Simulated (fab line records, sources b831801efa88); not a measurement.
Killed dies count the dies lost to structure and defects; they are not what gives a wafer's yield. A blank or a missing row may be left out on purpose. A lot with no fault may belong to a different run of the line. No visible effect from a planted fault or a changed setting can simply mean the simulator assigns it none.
Which of the tools did it? / flow sky130 / Sampling: 13 lots, 39 wafers, 3 of 708 route steps

## WHAT EACH GAUGE READ, for each wafer
SKY_POLY_GATE_THK_MEAS_04. Usual: POLY_GATE_CVD_03_THK gives 74.9 nm (standard deviation 0.77).
lot=L111; measured=day 15 20:25; on=filmMetro-02; POLY_GATE_CVD_03_THK (nm)=75.8 76.1 76.4; flag=
lot=L112; measured=day 16 06:13; on=filmMetro-02; POLY_GATE_CVD_03_THK (nm)=77.0 75.8 76.4; flag=
lot=L114; measured=day 17 01:16; on=filmMetro-02; POLY_GATE_CVD_03_THK (nm)=74.7 74.0 74.8; flag=
lot=L113; measured=day 17 01:16; on=filmMetro-01; POLY_GATE_CVD_03_THK (nm)=75.8 75.8 75.3; flag=
lot=L116; measured=day 17 12:40; on=filmMetro-03; POLY_GATE_CVD_03_THK (nm)=74.7 75.0 74.9; flag=
lot=L115; measured=day 17 14:41; on=filmMetro-03; POLY_GATE_CVD_03_THK (nm)=75.1 75.5 75.3; flag=
lot=L120; measured=day 18 20:48; on=filmMetro-01; POLY_GATE_CVD_03_THK (nm)=75.4 74.1 74.2; flag=
lot=L123; measured=day 19 16:49; on=filmMetro-01; POLY_GATE_CVD_03_THK (nm)=74.9 75.5 75.6; flag=
lot=L124; measured=day 19 20:44; on=filmMetro-01; POLY_GATE_CVD_03_THK (nm)=75.1 74.9 74.9; flag=
lot=L127; measured=day 21 09:00; on=filmMetro-02; POLY_GATE_CVD_03_THK (nm)=75.2 74.8 75.1; flag=
lot=L129; measured=day 22 04:42; on=filmMetro-03; POLY_GATE_CVD_03_THK (nm)=74.4 74.2 74.7; flag=
lot=L130; measured=day 22 08:25; on=filmMetro-02; POLY_GATE_CVD_03_THK (nm)=75.3 75.2 74.9; flag=
lot=L133; measured=day 23 08:02; on=filmMetro-01; POLY_GATE_CVD_03_THK (nm)=73.9 74.2 74.4; flag=

SKY_POLY_CUT_CD_MEAS_08: target cd 270 nm. Usual: cdNm 270.3 nm, standard deviation 1.4.
lot=L111; measured=day 24 23:05; on=cdSem-02; cdNm (nm)=269.0 269.1 269.0; flag=
lot=L112; measured=day 25 06:19; on=cdSem-01; cdNm (nm)=270.9 270.0 271.6; flag=
lot=L114; measured=day 26 03:12; on=cdSem-01; cdNm (nm)=270.2 270.3 270.9; flag=
lot=L113; measured=day 26 03:33; on=cdSem-01; cdNm (nm)=271.5 270.2 268.9; flag=
lot=L116; measured=day 26 13:05; on=cdSem-01; cdNm (nm)=269.0 269.2 270.8; flag=
lot=L115; measured=day 26 16:19; on=cdSem-02; cdNm (nm)=271.1 271.3 271.3; flag=
lot=L120; measured=day 27 20:01; on=cdSem-01; cdNm (nm)=271.0 271.0 272.2; flag=
lot=L123; measured=day 28 13:00; on=cdSem-01; cdNm (nm)=271.0 270.3 269.7; flag=
lot=L124; measured=day 28 17:37; on=cdSem-01; cdNm (nm)=270.6 269.8 269.4; flag=
lot=L127; measured=day 30 11:12; on=cdSem-01; cdNm (nm)=270.3 270.9 268.5; flag=
lot=L129; measured=day 30 22:04; on=cdSem-02; cdNm (nm)=270.9 270.4 270.6; flag=
lot=L130; measured=day 30 23:48; on=cdSem-01; cdNm (nm)=269.6 270.7 271.0; flag=
lot=L133; measured=day 31 20:50; on=cdSem-02; cdNm (nm)=267.9 268.3 267.7; flag=

## EACH LOT AND THE TOOL THAT RAN IT (in order: tool; ch and the chambers of the sampled wafers; start)
lot=L111; SKY_LDD_LDN_IMPLANT_08=implanter-04 ch 0, day 23 15:43
lot=L112; SKY_LDD_LDN_IMPLANT_08=implanter-04 ch 0, day 23 22:50
lot=L114; SKY_LDD_LDN_IMPLANT_08=implanter-01 ch 0, day 24 19:27
lot=L113; SKY_LDD_LDN_IMPLANT_08=implanter-02 ch 0, day 24 19:58
lot=L116; SKY_LDD_LDN_IMPLANT_08=implanter-04 ch 0, day 25 06:01
lot=L115; SKY_LDD_LDN_IMPLANT_08=implanter-04 ch 0, day 25 06:44
lot=L120; SKY_LDD_LDN_IMPLANT_08=implanter-04 ch 0, day 26 12:53
lot=L123; SKY_LDD_LDN_IMPLANT_08=implanter-01 ch 0, day 27 06:19
lot=L124; SKY_LDD_LDN_IMPLANT_08=implanter-04 ch 0, day 27 11:17
lot=L127; SKY_LDD_LDN_IMPLANT_08=implanter-01 ch 0, day 29 05:44
lot=L129; SKY_LDD_LDN_IMPLANT_08=implanter-01 ch 0, day 29 15:23
lot=L130; SKY_LDD_LDN_IMPLANT_08=implanter-04 ch 0, day 29 17:40
lot=L133; SKY_LDD_LDN_IMPLANT_08=implanter-01 ch 0, day 30 15:58
- SKY_LDD_LDN_IMPLANT_08

## WHAT THE TOOLS THEMSELVES READ (means of the sampled wafers that have a number; where no wafer has one, the mark that the record gives instead)
SKY_LDD_LDN_IMPLANT_08. Usual: beamEnergyKeV 14.999, standard deviation 0.004; doseIonsCm2 1.2503e+13, standard deviation 1.3e+10.
lot=L111 tool=implanter-04 beamEnergyKeV=14.994 doseIonsCm2=1.2490e+13 flag=
lot=L112 tool=implanter-04 beamEnergyKeV=14.996 doseIonsCm2=1.2510e+13 flag=
lot=L114 tool=implanter-01 beamEnergyKeV=15.001 doseIonsCm2=1.2494e+13 flag=
lot=L113 tool=implanter-02 beamEnergyKeV=15.000 doseIonsCm2=1.2487e+13 flag=
lot=L116 tool=implanter-04 beamEnergyKeV=15.003 doseIonsCm2=1.2502e+13 flag=
lot=L115 tool=implanter-04 beamEnergyKeV=14.999 doseIonsCm2=1.2499e+13 flag=
lot=L120 tool=implanter-04 beamEnergyKeV=14.593 doseIonsCm2=1.2526e+13 flag=OFF
lot=L123 tool=implanter-01 beamEnergyKeV=15.001 doseIonsCm2=1.2507e+13 flag=
lot=L124 tool=implanter-04 beamEnergyKeV=14.590 doseIonsCm2=1.2496e+13 flag=OFF
lot=L127 tool=implanter-01 beamEnergyKeV=15.003 doseIonsCm2=1.2496e+13 flag=
lot=L129 tool=implanter-01 beamEnergyKeV=14.999 doseIonsCm2=1.2508e+13 flag=
lot=L130 tool=implanter-04 beamEnergyKeV=14.999 doseIonsCm2=1.2502e+13 flag=
lot=L133 tool=implanter-01 beamEnergyKeV=14.993 doseIonsCm2=1.2512e+13 flag=

## THE ANSWER, worked out from the rows above alone
Rule: a lot counts as off when the mean over its wafers that have a number is more than 3 standard deviations away from the usual mean. A lot without any number at a reading at which 4 lots or more have one is off too. The other lots that the step has rows for count as sound. After the gauges, taken in route order, come the tools' own readings; for these a lot's mean is taken, as printed above. At the first step where some lot is off, the reading lying furthest off is the one used; lots without a number count as furthest.
Off at SKY_LDD_LDN_IMPLANT_08 (beamEnergyKeV): L120, L124.
If a tool, at that step or one of the process steps before it, ran each lot that is off and ran no sound lot following the first of them, it fits. None of those tried fits.

## WHAT THE SIMULATOR PUT IN
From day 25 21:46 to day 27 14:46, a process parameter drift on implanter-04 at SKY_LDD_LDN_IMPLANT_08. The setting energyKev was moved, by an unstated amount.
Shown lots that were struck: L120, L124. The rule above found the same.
